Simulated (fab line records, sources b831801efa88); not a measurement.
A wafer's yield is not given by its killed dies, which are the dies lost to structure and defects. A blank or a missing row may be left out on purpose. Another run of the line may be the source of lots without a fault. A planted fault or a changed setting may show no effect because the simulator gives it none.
Which of the tools did it? / flow sky130 / 13 lots, 39 wafers sampled, at 2 steps of a route of 708

WHAT THE GAUGES SHOWED, per wafer
SKY_NWELL_OVL_MEAS_10.
lot=L242; measured=day 4 18:16; on=overlay-01; NWELL_00_OVL (nm)=0.6 -0.4 -1.3
lot=L244; measured=day 5 06:58; on=overlay-01; NWELL_00_OVL (nm)=0.8 -0.8 0.3
lot=L245; measured=day 5 11:17; on=overlay-02; NWELL_00_OVL (nm)=2.4 2.5 2.8
lot=L246; measured=day 5 20:13; on=overlay-01; NWELL_00_OVL (nm)=2.0 1.0 2.4
lot=L251; measured=day 6 22:46; on=overlay-02; NWELL_00_OVL (nm)=2.8 2.1 2.0
lot=L256; measured=day 7 23:32; on=overlay-02; NWELL_00_OVL (nm)=-1.1 -0.5 0.6
lot=L257; measured=day 8 14:37; on=overlay-01; NWELL_00_OVL (nm)=2.1 1.8 2.4
lot=L258; measured=day 8 15:11; on=overlay-02; NWELL_00_OVL (nm)=0.1 1.4 2.0
lot=L259; measured=day 8 21:44; on=overlay-02; NWELL_00_OVL (nm)=-1.1 -1.0 -1.5
lot=L260; measured=day 9 03:20; on=overlay-01; NWELL_00_OVL (nm)=-0.9 -0.7 0.5
lot=L261; measured=day 9 09:08; on=overlay-01; NWELL_00_OVL (nm)=1.4 1.6 1.4
lot=L262; measured=day 9 17:58; on=overlay-02; NWELL_00_OVL (nm)=0.1 0.1 1.3
lot=L264; measured=day 10 12:08; on=overlay-01; NWELL_00_OVL (nm)=2.6 0.2 -0.9

TOOL THAT RAN EACH LOT (tool first, then ch and the chambers of the sampled wafers, then the start)
lot=L242; SKY_NWELL_EXPOSE_07=iline stepper-02 ch 0, day 4 09:50
lot=L244; SKY_NWELL_EXPOSE_07=iline stepper-02 ch 0, day 4 23:01
lot=L245; SKY_NWELL_EXPOSE_07=iline stepper-01 ch 0, day 5 02:44
lot=L246; SKY_NWELL_EXPOSE_07=iline stepper-01 ch 0, day 5 10:44
lot=L251; SKY_NWELL_EXPOSE_07=iline stepper-01 ch 0, day 6 14:40
lot=L256; SKY_NWELL_EXPOSE_07=iline stepper-02 ch 0, day 7 14:16
lot=L257; SKY_NWELL_EXPOSE_07=iline stepper-01 ch 0, day 8 03:51
lot=L258; SKY_NWELL_EXPOSE_07=iline stepper-02 ch 0, day 8 04:58
lot=L259; SKY_NWELL_EXPOSE_07=iline stepper-02 ch 0, day 8 11:32
lot=L260; SKY_NWELL_EXPOSE_07=iline stepper-01 ch 0, day 8 16:40
lot=L261; SKY_NWELL_EXPOSE_07=iline stepper-01 ch 0, day 8 22:38
lot=L262; SKY_NWELL_EXPOSE_07=iline stepper-02 ch 0, day 9 07:22
lot=L264; SKY_NWELL_EXPOSE_07=iline stepper-01 ch 0, day 10 00:30
- SKY_NWELL_EXPOSE_07: exposes mask NWM, target cd 840 nm.

WHAT THE TOOLS THEMSELVES READ (means of the sampled wafers that have a number; where no wafer has one, the mark that the record gives instead)
The record holds no such reading with a usual standard deviation.

THE ANSWER, worked out from the rows above alone
Rule: what is usual is taken from the lots themselves. The widest of any qualifying gaps counts: lots, ordered by their means at a reading, are off when they make up no more than a third of the lots, leave a main group of 4 or more, and stand apart from it by 3 or more times the standard deviation of that group's means. A main group is skipped when, at the precision printed for the reading in the tables above, its means are all equal. A lot without any number at a reading at which 4 lots or more have one is off too. Any other lot the step has rows for is counted as sound. Order of review: gauges by route order, followed by the tools' own readings, for which a lot's mean as printed above is used. At the first step where some lot is off, the reading lying furthest off is the one used; lots without a number count as furthest.
Nothing can be told from this: no lot is off at any reading shown.

WHAT THE SIMULATOR PUT IN
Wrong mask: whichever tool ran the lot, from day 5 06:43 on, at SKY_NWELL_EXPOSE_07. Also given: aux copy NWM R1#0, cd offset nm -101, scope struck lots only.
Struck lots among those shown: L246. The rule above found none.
